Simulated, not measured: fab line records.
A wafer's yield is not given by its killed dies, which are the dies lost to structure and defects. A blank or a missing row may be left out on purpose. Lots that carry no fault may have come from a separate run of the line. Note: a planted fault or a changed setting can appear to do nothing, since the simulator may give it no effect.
A lot that was struck, set against a sound lot + flow sky130 + 17 steps out of a route of 708
Sound: these wafers, L704.2, L704.3, L704.5. Struck: wafer L709.6 (left out: L709.5, a lot-mate that was not struck); the cause follows at the end.
Each step with rows lists, per side, the tool, then ch with its chambers, then its first start. Under that, the readings that differ: sound wafers + struck wafers + difference of the means + sigmas: that difference in standard deviations of wafers without a fault.
alike: a reading whose means differ by less than 2 such deviations, as well as words and numbers matching on both sides. not compared: withheld readings; readings where some wafer has no value; bounds like >300 that might hide an equal value; numbers whose values overlap and for which the record gives no deviation.
Wherever a step has rows on one side only, a row that says differs or no value, or a row with sigmas, the two part there. When numbers do not overlap yet have no deviation, they are printed without sigmas and do not part them. Lack of a reading on every wafer of one side parts them only where that side has two or more wafers.

first, 1 step without rows for these wafers: SKY_FIELD_ISO_DEVELOP_12 (develop time 60 s).
SKY_FIELD_ISO_CD_MEAS_13: target cd 150 nm.
  sound: cd sem-01 at day 2 04:14; struck: cd sem-02 at day 3 09:02
  alike: cd nm
SKY_FIELD_ISO_ETCH_14: etches BARC in N2/H2, stops on SiO2, time 45.9 s, target depth 60 nm.
  sound on rie diel-02 ch 0,1,2, day 2 04:20; struck on rie diel-02 ch 0, day 3 09:05
  alike: drypump motor current A, oes product au, throttle valve pct
  not compared: rf hours counter h
SKY_FIELD_ISO_ETCH_15: etches the open film in CHF3/O2, stops on Si, target depth 180 nm, time 72 s.
  sound on rie diel-02 ch 0,1,2, day 2 04:22; struck on rie diel-02 ch 0, day 3 09:08
  alike: drypump motor current A, oes product au, throttle valve pct
  not compared: rf hours counter h
SKY_FIELD_ISO_STRIP_16: strips in O2/N2.
  sound on plasma asher-01 ch 0,1, day 2 04:26; struck on plasma asher-02 ch 1, day 3 09:14
  alike: drypump motor current A, oes product au, strip time to endpoint s
  not compared: rf hours counter h
SKY_FIELD_ISO_ETCH_17: etches Si in HBr/Cl2/O2, target depth 342 nm, time 97.7 s.
  sound on rie si-02 ch 0,1,2, day 2 04:32; struck on rie si-01 ch 1, day 3 09:18
| reading                | sound                | struck | difference | sigmas |
|------------------------|----------------------|--------|------------|--------|
| oes product au (a.u.)  | 1.022 1.021 1.011    | 0.987  | -0.031     | -2     |
| throttle valve pct (%) | 25.634 25.647 25.650 | 25.667 | +0.023     | +2     |
  alike: drypump motor current A, he backside leak sccm
  not compared: rf hours counter h
then, 5 steps without rows for these wafers: SKY_FIELD_ISO_WET_ETCH_18 (etches Si3N4 in H3PO4, target depth 25 nm, time 286 s); SKY_FIELD_ISO_CLEAN_19 (cleans in SC1/SC2, time 150 s); SKY_FIELD_ISO_CLEAN_20 (cleans in dHF, time 20 s); SKY_FIELD_ISO_WET_ETCH_21 (etches SiO2 in dHF, target depth 20 nm, time 400 s); SKY_FIELD_ISO_OXIDATION_22 (stabilise 600 s, purge 300 s, target thk 10 nm).
SKY_FIELD_ISO_THK_MEAS_23:
  sound: film metro-03 at day 2 06:31; struck: film metro-02 at day 3 14:34
  alike: FIELD_ISO_OXIDATION_01_THK
SKY_FIELD_ISO_CVD_24: deposits SiO2, target thk 595 nm, time 99.2 s.
  sound on hdpcvd-02 ch 0,2, day 2 06:34; struck on hdpcvd-02 ch 0, day 3 14:38
| reading                                    | sound             | struck | difference | sigmas |
|--------------------------------------------|-------------------|--------|------------|--------|
| model.SiO2_of_FIELD_ISO_CVD_24.thk nm (nm) | 599.9 591.4 598.2 | 1040   | +444       |        |
SKY_FIELD_ISO_THK_MEAS_25:
  sound: film metro-03 at day 2 06:39; struck: film metro-01 at day 3 14:43
| reading                   | sound       | struck | difference | sigmas |
|---------------------------|-------------|--------|------------|--------|
| FIELD_ISO_CVD_24_THK (nm) | 600 591 598 | 1039   | +443       | +74    |
then, 1 step without rows for these wafers: SKY_FIELD_ISO_ANNEAL_26 (time 1800 s).
SKY_FIELD_ISO_CMP_27: polishes, stops on Si3N4, t overpolish 16 s, target thk 457.8 nm.
  sound on cmp-02 ch 1,2, day 2 09:17; struck on cmp-02 ch 2, day 3 18:41
| reading                | sound       | struck | difference | sigmas |
|------------------------|-------------|--------|------------|--------|
| time to endpoint s (s) | 114 107 106 | 195    | +86        | +24    |
  alike: head pressure psi, motor current A
then, 1 step without rows for these wafers: SKY_FIELD_ISO_WET_ETCH_28 (etches SiO2 in dHF, target depth 23.7 nm, time 47 s).

== WHERE THEY PART ==
Earliest at SKY_FIELD_ISO_ETCH_17; latest, in this record, at SKY_FIELD_ISO_CMP_27.

WHY: whatever the simulator had introduced
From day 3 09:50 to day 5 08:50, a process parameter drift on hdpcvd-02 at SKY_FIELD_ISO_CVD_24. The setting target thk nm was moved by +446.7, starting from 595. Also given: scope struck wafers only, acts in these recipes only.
